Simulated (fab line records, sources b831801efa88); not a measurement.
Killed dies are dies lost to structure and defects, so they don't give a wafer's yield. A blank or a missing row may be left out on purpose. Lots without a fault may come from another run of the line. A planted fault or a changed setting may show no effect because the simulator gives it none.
Which tool did it? | flow gf180mcu | 13 lots, 39 wafers sampled, at 4 steps of a route of 602

WHAT THE GAUGES READ, wafer by wafer
GF_HV_LDD_CD_MEAS_46: target cd 400 nm. Usual: cd_nm 400.4 nm, standard deviation 2.4.
lot  | measured     | on        | cd_nm (nm)                          | flag
L461 | day 13 02:17 | cd_sem-01 | 404.4 404.0 403.0                   |
L462 | day 13 08:38 | cd_sem-01 | 404.3 403.5 402.6                   |
L464 | day 13 20:24 | cd_sem-01 | 403.5 404.5 403.9                   |
L465 | day 14 09:09 | cd_sem-02 | 404.0 403.0 402.8                   |
L466 | day 14 17:18 | cd_sem-01 | 398.4 400.3 398.4                   |
L467 | day 15 00:46 | cd_sem-01 | 399.1 400.1 400.4                   |
L468 | day 15 06:28 | cd_sem-02 | 399.0 397.9 396.9                   |
L469 | day 15 20:41 | cd_sem-01 | 398.8 400.0 401.8                   |
L471 | day 16 11:48 | cd_sem-01 | 399.2 399.1 398.8                   |
L474 | day 17 14:18 | cd_sem-02 | 398.0 397.4 398.2                   |
L477 | day 18 15:48 | cd_sem-01 | 390.7 391.2 391.4 391.2 391.6 390.9 | OFF
L480 | day 19 08:57 | cd_sem-01 | 392.0 393.2 391.2                   | OFF
L482 | day 20 05:04 | cd_sem-01 | 402.4 402.6 401.7                   |

GF_CONTACT_THK_MEAS_26: measures by xrf. Usual: CONTACT_W_THK 301 nm, standard deviation 4.1.
lot  | measured     | on            | CONTACT_W_THK (nm) | flag
L461 | day 16 23:08 | film_metro-03 | 296 297 299        |
L462 | day 17 05:49 | film_metro-01 | 303 307 299        |
L464 | day 17 19:39 | film_metro-03 | 295 293 297        |
L465 | day 18 10:29 | film_metro-03 | 299 301 300        |
L466 | day 18 18:36 | film_metro-03 | 294 293 292        |
L467 | day 19 03:46 | film_metro-03 | 300 298 298        |
L468 | day 19 08:59 | film_metro-02 | 301 307 304        |
L469 | day 19 22:46 | film_metro-02 | 303 304 299        |
L471 | day 20 23:08 | film_metro-01 | 299 302 305        |
L474 | day 22 00:22 | film_metro-01 | 299 298 306        |
L477 | day 23 01:07 | film_metro-03 | 297 296 292        |
L480 | day 23 13:31 | film_metro-01 | 300 306 303        |
L482 | day 24 09:01 | film_metro-01 | 298 296 299        |

WHICH TOOL RAN EACH LOT (tool, then ch and the chambers of the sampled wafers, then the start)
lot  | GF_VT_IMPLANT_STRIP_31               | GF_HV_LDD_DEVELOP_45
L461 | plasma_asher-02 ch 0,1, day 7 11:44  | litho_track-01 ch 0, day 13 02:08
L462 | plasma_asher-03 ch 0,1, day 7 16:05  | litho_track-01 ch 0, day 13 08:29
L464 | plasma_asher-04 ch 1, day 8 04:03    | litho_track-02 ch 0, day 13 20:15
L465 | plasma_asher-02 ch 0,1, day 8 12:00  | litho_track-04 ch 0, day 14 09:00
L466 | plasma_asher-02 ch 0,1, day 8 17:56  | litho_track-01 ch 0, day 14 17:09
L467 | plasma_asher-03 ch 0,1, day 9 01:41  | litho_track-01 ch 0, day 15 00:37
L468 | plasma_asher-02 ch 0,1, day 9 06:38  | litho_track-01 ch 0, day 15 06:19
L469 | plasma_asher-02 ch 0,1, day 9 17:59  | litho_track-01 ch 0, day 15 20:33
L471 | plasma_asher-04 ch 0,1, day 10 06:39 | litho_track-02 ch 0, day 16 11:39
L474 | plasma_asher-02 ch 0,1, day 11 01:05 | litho_track-04 ch 0, day 17 14:09
L477 | plasma_asher-04 ch 0, day 11 20:48   | litho_track-04 ch 0, day 18 15:39
L480 | plasma_asher-02 ch 0,1, day 12 14:09 | litho_track-04 ch 0, day 19 08:48
L482 | plasma_asher-04 ch 0,1, day 13 04:35 | litho_track-02 ch 0, day 20 04:55
- GF_VT_IMPLANT_STRIP_31: strips in O2/N2.
- GF_HV_LDD_DEVELOP_45: develop time 60 s.

WHAT THE TOOLS THEMSELVES READ (means of the sampled wafers that have a number; where no wafer has one, the mark that the record gives instead)
GF_VT_IMPLANT_STRIP_31. Usual: chamber_pressure_mTorr 1500.1 mTorr, standard deviation 1.3; drypump_motor_current_A 5.6 A, standard deviation 0.34; heater_power_w 333 W, standard deviation 20; oes_product_au 0.716 a.u., standard deviation 0.0045; strip_time_to_endpoint_s 12.62 s, standard deviation 0.032.
lot  | tool            | chamber_pressure_mTorr (mTorr) | drypump_motor_current_A (A) | heater_power_w (W) | oes_product_au (a.u.) | strip_time_to_endpoint_s (s) | flag
L461 | plasma_asher-02 | 1500.9                         | 5.7                         | 326                | 0.717                 | 12.62                        |
L462 | plasma_asher-03 | 1501.0                         | 5.5                         | 366                | 0.718                 | 12.63                        |
L464 | plasma_asher-04 | 1500.6                         | 5.4                         | 335                | 0.719                 | 12.67                        |
L465 | plasma_asher-02 | 1501.0                         | 5.6                         | 326                | 0.714                 | 12.62                        |
L466 | plasma_asher-02 | 1501.1                         | 5.6                         | 330                | 0.722                 | 12.59                        |
L467 | plasma_asher-03 | 1499.6                         | 5.7                         | 362                | 0.713                 | 12.59                        |
L468 | plasma_asher-02 | 1498.9                         | 5.6                         | 330                | 0.715                 | 12.66                        |
L469 | plasma_asher-02 | 1499.9                         | 5.9                         | 316                | 0.713                 | 12.58                        |
L471 | plasma_asher-04 | 1501.5                         | 5.5                         | 334                | 0.715                 | 12.61                        |
L474 | plasma_asher-02 | 1501.3                         | 5.9                         | 308                | 0.718                 | 12.62                        |
L477 | plasma_asher-04 | 1499.4                         | 5.5                         | 343                | 0.716                 | 12.61                        |
L480 | plasma_asher-02 | 1499.1                         | 5.9                         | 311                | 0.712                 | 12.59                        |
L482 | plasma_asher-04 | 1499.0                         | 5.5                         | 335                | 0.714                 | 12.58                        |

THE ANSWER, worked out from the rows above alone
Rule: a lot is off if the mean of its wafers that have a number lies more than 3 standard deviations from the usual mean. A lot without any number at a reading at which 4 lots or more have one is off too. The other lots that the step has rows for count as sound. The gauges are gone through in route order, then the tools' own readings, and for those a lot's mean is taken as printed above. The first step at which some lot is off is used, and at that step the reading that is off furthest; a lot without a number counts as furthest.
Off: L477, L480, at GF_HV_LDD_CD_MEAS_46 (cd_nm).
A tool fits if, at a process step before that reading, it ran every lot that is off, and no sound lot after the first of them. The gauges at GF_HV_LDD_CD_MEAS_46 are tried like those tools. One fits: litho_track-04 at GF_HV_LDD_DEVELOP_45. Its last sound lot is L474 (day 17 14:09), its first lot that is off L477 (day 18 15:39): a fault that began between those two fits.

WHAT THE SIMULATOR HAD PUT IN
Process parameter drift: litho_track-04, from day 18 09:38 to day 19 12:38, at GF_HV_LDD_DEVELOP_45. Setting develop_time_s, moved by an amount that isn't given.
Lots struck among those shown: L477, L480. The rule above found the same.
